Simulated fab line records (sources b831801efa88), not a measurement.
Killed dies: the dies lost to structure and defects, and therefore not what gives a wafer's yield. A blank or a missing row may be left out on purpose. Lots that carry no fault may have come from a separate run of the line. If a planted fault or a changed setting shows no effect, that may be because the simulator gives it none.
The tool behind it: which one? / flow sky130 / 11 lots with 32 wafers sampled at 5 steps, on a route of 708 steps

## WHAT THE GAUGES READ, wafer by wafer
SKY_VIA3_THK_MEAS_01. Usual: VIA3_HDPCVD_THK 1632 nm, standard deviation 14.
lot=L324; measured=day 38 06:19; on=filmMetro-04; VIA3_HDPCVD_THK (nm)=1608 1608 1608; flag=
lot=L328; measured=day 40 07:32; on=filmMetro-03; VIA3_HDPCVD_THK (nm)=1627 1606 1632; flag=
lot=L326; measured=day 40 07:55; on=filmMetro-04; VIA3_HDPCVD_THK (nm)=1630 1638 1617; flag=
lot=L329; measured=day 40 08:14; on=filmMetro-02; VIA3_HDPCVD_THK (nm)=1620 1627 1628; flag=
lot=L330; measured=day 40 11:20; on=filmMetro-04; VIA3_HDPCVD_THK (nm)=1632 1645 1628; flag=
lot=L331; measured=day 40 17:24; on=filmMetro-03; VIA3_HDPCVD_THK (nm)=1628 1655 1665; flag=
lot=L332; measured=day 40 20:20; on=filmMetro-03; VIA3_HDPCVD_THK (nm)=1629 1643 1645; flag=
lot=L338; measured=day 42 16:45; on=filmMetro-03; VIA3_HDPCVD_THK (nm)=1626 1709 1624 1710; flag=
lot=L345; measured=day 44 12:08; on=filmMetro-04; VIA3_HDPCVD_THK (nm)=1635 1623 1629; flag=
lot=L344; measured=day 44 14:26; on=filmMetro-02; VIA3_HDPCVD_THK (nm)=1636 1635 1640; flag=
lot=L347; measured=day 44 20:56; on=filmMetro-04; VIA3_HDPCVD_THK (nm)=1618 1640 1639; flag=

## WHAT TOOL EACH LOT RAN ON (gives the tool, then ch and the chambers of the sampled wafers, and finally the start)
lot=L324; SKY_METAL2_SPUTTER_04=pvdSputter-04, day 33 16:08; SKY_CAPM_METAL_ETCH_13=rieMetal-03 ch 0,1, day 37 02:22; SKY_METAL3_STRIP_19=plasmaAsher-04 ch 0,1, day 38 05:31; SKY_VIA3_HDPCVD_00=hdpcvd-02 ch 0,1,2, day 38 06:09
lot=L328; SKY_METAL2_SPUTTER_04=pvdSputter-03, day 35 20:10; SKY_CAPM_METAL_ETCH_13=rieMetal-04 ch 0,1, day 39 04:44; SKY_METAL3_STRIP_19=plasmaAsher-01 ch 0,1, day 40 06:46; SKY_VIA3_HDPCVD_00=hdpcvd-02 ch 0,1,2, day 40 07:21
lot=L326; SKY_METAL2_SPUTTER_04=pvdSputter-03, day 35 20:52; SKY_CAPM_METAL_ETCH_13=rieMetal-02 ch 1, day 39 05:02; SKY_METAL3_STRIP_19=plasmaAsher-02 ch 0,1, day 40 07:07; SKY_VIA3_HDPCVD_00=hdpcvd-01 ch 0,2, day 40 07:43
lot=L329; SKY_METAL2_SPUTTER_04=pvdSputter-02, day 35 20:56; SKY_CAPM_METAL_ETCH_13=rieMetal-04 ch 1, day 39 05:43; SKY_METAL3_STRIP_19=plasmaAsher-04 ch 0,1, day 40 07:28; SKY_VIA3_HDPCVD_00=hdpcvd-02 ch 0,2, day 40 08:04
lot=L330; SKY_METAL2_SPUTTER_04=pvdSputter-02, day 36 01:52; SKY_CAPM_METAL_ETCH_13=rieMetal-02 ch 0,1, day 39 09:14; SKY_METAL3_STRIP_19=plasmaAsher-02 ch 0,1, day 40 10:34; SKY_VIA3_HDPCVD_00=hdpcvd-01 ch 0,1,2, day 40 11:10
lot=L331; SKY_METAL2_SPUTTER_04=pvdSputter-02, day 36 07:44; SKY_CAPM_METAL_ETCH_13=rieMetal-02 ch 0, day 39 15:11; SKY_METAL3_STRIP_19=plasmaAsher-02 ch 0,1, day 40 16:34; SKY_VIA3_HDPCVD_00=hdpcvd-01 ch 0,2, day 40 17:14
lot=L332; SKY_METAL2_SPUTTER_04=pvdSputter-04, day 36 08:33; SKY_CAPM_METAL_ETCH_13=rieMetal-02 ch 0,1, day 39 17:50; SKY_METAL3_STRIP_19=plasmaAsher-01 ch 0,1, day 40 19:31; SKY_VIA3_HDPCVD_00=hdpcvd-01 ch 0,2, day 40 20:10
lot=L338; SKY_METAL2_SPUTTER_04=pvdSputter-04, day 38 12:42; SKY_CAPM_METAL_ETCH_13=rieMetal-03 ch 1, day 41 15:40; SKY_METAL3_STRIP_19=plasmaAsher-01 ch 0, day 42 15:56; SKY_VIA3_HDPCVD_00=hdpcvd-02 ch 0,2, day 42 16:38
lot=L345; SKY_METAL2_SPUTTER_04=pvdSputter-02, day 40 10:17; SKY_CAPM_METAL_ETCH_13=rieMetal-03 ch 1, day 43 11:49; SKY_METAL3_STRIP_19=plasmaAsher-04 ch 0,1, day 44 11:20; SKY_VIA3_HDPCVD_00=hdpcvd-01 ch 0,2, day 44 11:58
lot=L344; SKY_METAL2_SPUTTER_04=pvdSputter-02, day 40 11:19; SKY_CAPM_METAL_ETCH_13=rieMetal-04 ch 0,1, day 43 13:53; SKY_METAL3_STRIP_19=plasmaAsher-04 ch 0,1, day 44 13:40; SKY_VIA3_HDPCVD_00=hdpcvd-01 ch 0,1,2, day 44 14:15
lot=L347; SKY_METAL2_SPUTTER_04=pvdSputter-02, day 40 21:18; SKY_CAPM_METAL_ETCH_13=rieMetal-03 ch 0, day 43 21:14; SKY_METAL3_STRIP_19=plasmaAsher-02 ch 0, day 44 20:10; SKY_VIA3_HDPCVD_00=hdpcvd-01 ch 0,1, day 44 20:45
- SKY_METAL2_SPUTTER_04: material TiN, target thk 70 nm, time 58.3 s.
- SKY_CAPM_METAL_ETCH_13: etches TiN in Cl2/BCl3, stops on SiO2, target depth 220 nm, time 62.9 s.
- SKY_METAL3_STRIP_19: strips in O2/N2.
- SKY_VIA3_HDPCVD_00: deposits SiO2, target thk 1635 nm, time 272.5 s.

## AS READ BY THE TOOLS THEMSELVES (means over the sampled wafers that have a number; for cases with no such wafer, the mark the record gives instead)
SKY_METAL2_SPUTTER_04. Usual: 30.0 % for throttleValvePct, sd 1.2.
lot=L324; tool=pvdSputter-04; throttleValvePct (%)=31.3; flag=
lot=L328; tool=pvdSputter-03; throttleValvePct (%)=29.9; flag=
lot=L326; tool=pvdSputter-03; throttleValvePct (%)=29.3; flag=
lot=L329; tool=pvdSputter-02; throttleValvePct (%)=29.4; flag=
lot=L330; tool=pvdSputter-02; throttleValvePct (%)=29.1; flag=
lot=L331; tool=pvdSputter-02; throttleValvePct (%)=29.6; flag=
lot=L332; tool=pvdSputter-04; throttleValvePct (%)=29.9; flag=
lot=L338; tool=pvdSputter-04; throttleValvePct (%)=30.4; flag=
lot=L345; tool=pvdSputter-02; throttleValvePct (%)=29.8; flag=
lot=L344; tool=pvdSputter-02; throttleValvePct (%)=29.5; flag=
lot=L347; tool=pvdSputter-02; throttleValvePct (%)=30.5; flag=

SKY_CAPM_METAL_ETCH_13. Usual: chamberPressureMTorr 10.000 mTorr, standard deviation 0.0083; drypumpMotorCurrentA 5.7 A, standard deviation 0.51; oesProductAu 0.943 a.u., standard deviation 0.0073; throttleValvePct 21.901 %, standard deviation 0.01.
lot=L324; tool=rieMetal-03; chamberPressureMTorr (mTorr)=10.002; drypumpMotorCurrentA (A)=6.2; oesProductAu (a.u.)=0.946; throttleValvePct (%)=21.901; flag=
lot=L328; tool=rieMetal-04; chamberPressureMTorr (mTorr)=10.000; drypumpMotorCurrentA (A)=5.2; oesProductAu (a.u.)=0.941; throttleValvePct (%)=21.899; flag=
lot=L326; tool=rieMetal-02; chamberPressureMTorr (mTorr)=10.001; drypumpMotorCurrentA (A)=6.2; oesProductAu (a.u.)=0.947; throttleValvePct (%)=21.903; flag=
lot=L329; tool=rieMetal-04; chamberPressureMTorr (mTorr)=10.000; drypumpMotorCurrentA (A)=5.3; oesProductAu (a.u.)=0.937; throttleValvePct (%)=21.911; flag=
lot=L330; tool=rieMetal-02; chamberPressureMTorr (mTorr)=9.998; drypumpMotorCurrentA (A)=6.0; oesProductAu (a.u.)=0.947; throttleValvePct (%)=21.891; flag=
lot=L331; tool=rieMetal-02; chamberPressureMTorr (mTorr)=10.009; drypumpMotorCurrentA (A)=5.7; oesProductAu (a.u.)=0.947; throttleValvePct (%)=21.902; flag=
lot=L332; tool=rieMetal-02; chamberPressureMTorr (mTorr)=9.996; drypumpMotorCurrentA (A)=5.9; oesProductAu (a.u.)=0.938; throttleValvePct (%)=21.902; flag=
lot=L338; tool=rieMetal-03; chamberPressureMTorr (mTorr)=9.999; drypumpMotorCurrentA (A)=6.1; oesProductAu (a.u.)=0.940; throttleValvePct (%)=21.912; flag=
lot=L345; tool=rieMetal-03; chamberPressureMTorr (mTorr)=10.000; drypumpMotorCurrentA (A)=6.1; oesProductAu (a.u.)=0.943; throttleValvePct (%)=21.905; flag=
lot=L344; tool=rieMetal-04; chamberPressureMTorr (mTorr)=10.000; drypumpMotorCurrentA (A)=5.1; oesProductAu (a.u.)=0.942; throttleValvePct (%)=21.897; flag=
lot=L347; tool=rieMetal-03; chamberPressureMTorr (mTorr)=10.011; drypumpMotorCurrentA (A)=6.1; oesProductAu (a.u.)=0.939; throttleValvePct (%)=21.902; flag=

SKY_METAL3_STRIP_19. Usual: chamberPressureMTorr 1500.0 mTorr, standard deviation 1.3; drypumpMotorCurrentA 5.7 A, standard deviation 0.53; oesProductAu 0.505 a.u., standard deviation 0.006; stripTimeToEndpointS 6.58 s, standard deviation 0.09.
lot=L324; tool=plasmaAsher-04; chamberPressureMTorr (mTorr)=1500.9; drypumpMotorCurrentA (A)=5.8; oesProductAu (a.u.)=0.512; stripTimeToEndpointS (s)=6.73; flag=
lot=L328; tool=plasmaAsher-01; chamberPressureMTorr (mTorr)=1498.2; drypumpMotorCurrentA (A)=6.2; oesProductAu (a.u.)=0.505; stripTimeToEndpointS (s)=6.64; flag=
lot=L326; tool=plasmaAsher-02; chamberPressureMTorr (mTorr)=1499.7; drypumpMotorCurrentA (A)=5.4; oesProductAu (a.u.)=0.505; stripTimeToEndpointS (s)=6.53; flag=
lot=L329; tool=plasmaAsher-04; chamberPressureMTorr (mTorr)=1501.2; drypumpMotorCurrentA (A)=5.5; oesProductAu (a.u.)=0.504; stripTimeToEndpointS (s)=6.60; flag=
lot=L330; tool=plasmaAsher-02; chamberPressureMTorr (mTorr)=1500.3; drypumpMotorCurrentA (A)=5.5; oesProductAu (a.u.)=0.499; stripTimeToEndpointS (s)=6.51; flag=
lot=L331; tool=plasmaAsher-02; chamberPressureMTorr (mTorr)=1501.3; drypumpMotorCurrentA (A)=5.5; oesProductAu (a.u.)=0.495; stripTimeToEndpointS (s)=6.49; flag=
lot=L332; tool=plasmaAsher-01; chamberPressureMTorr (mTorr)=1499.6; drypumpMotorCurrentA (A)=5.7; oesProductAu (a.u.)=0.504; stripTimeToEndpointS (s)=6.60; flag=
lot=L338; tool=plasmaAsher-01; chamberPressureMTorr (mTorr)=1498.9; drypumpMotorCurrentA (A)=5.3; oesProductAu (a.u.)=0.502; stripTimeToEndpointS (s)=6.57; flag=
lot=L345; tool=plasmaAsher-04; chamberPressureMTorr (mTorr)=1500.3; drypumpMotorCurrentA (A)=5.5; oesProductAu (a.u.)=0.501; stripTimeToEndpointS (s)=6.46; flag=
lot=L344; tool=plasmaAsher-04; chamberPressureMTorr (mTorr)=1500.2; drypumpMotorCurrentA (A)=5.5; oesProductAu (a.u.)=0.508; stripTimeToEndpointS (s)=6.68; flag=
lot=L347; tool=plasmaAsher-02; chamberPressureMTorr (mTorr)=1500.6; drypumpMotorCurrentA (A)=6.1; oesProductAu (a.u.)=0.507; stripTimeToEndpointS (s)=6.70; flag=

SKY_VIA3_HDPCVD_00. Usual: 300.3 s for runLengthS, sd 0.66.
lot=L324; tool=hdpcvd-02; runLengthS (s)=300.2; flag=
lot=L328; tool=hdpcvd-02; runLengthS (s)=300.2; flag=
lot=L326; tool=hdpcvd-01; runLengthS (s)=300.6; flag=
lot=L329; tool=hdpcvd-02; runLengthS (s)=299.5; flag=
lot=L330; tool=hdpcvd-01; runLengthS (s)=300.2; flag=
lot=L331; tool=hdpcvd-01; runLengthS (s)=301.2; flag=
lot=L332; tool=hdpcvd-01; runLengthS (s)=300.6; flag=
lot=L338; tool=hdpcvd-02; runLengthS (s)=306.6; flag=OFF
lot=L345; tool=hdpcvd-01; runLengthS (s)=301.0; flag=
lot=L344; tool=hdpcvd-01; runLengthS (s)=300.3; flag=
lot=L347; tool=hdpcvd-01; runLengthS (s)=299.6; flag=

## THE ANSWER, worked out from the rows above alone
Rule: a lot counts as off when the mean over its wafers that have a number is more than 3 standard deviations away from the usual mean. Also off: a lot with no number at a reading for which 4 or more lots have one. Where the step has rows for the other lots, those lots are counted as sound. The gauges are gone through in route order, then the tools' own readings, and for those a lot's mean is taken as printed above. At the first step where some lot is off, the reading lying furthest off is the one used; lots without a number count as furthest.
Off at SKY_VIA3_HDPCVD_00 (runLengthS): L338.
A tool fits if, at that step or a process step before it, it ran every lot that is off, and no sound lot after the first of them. Can't be told from this: 3 tools fit, pvdSputter-04 at SKY_METAL2_SPUTTER_04, plasmaAsher-01 at SKY_METAL3_STRIP_19, hdpcvd-02 at SKY_VIA3_HDPCVD_00.

## WHAT THE SIMULATOR HAD INSERTED
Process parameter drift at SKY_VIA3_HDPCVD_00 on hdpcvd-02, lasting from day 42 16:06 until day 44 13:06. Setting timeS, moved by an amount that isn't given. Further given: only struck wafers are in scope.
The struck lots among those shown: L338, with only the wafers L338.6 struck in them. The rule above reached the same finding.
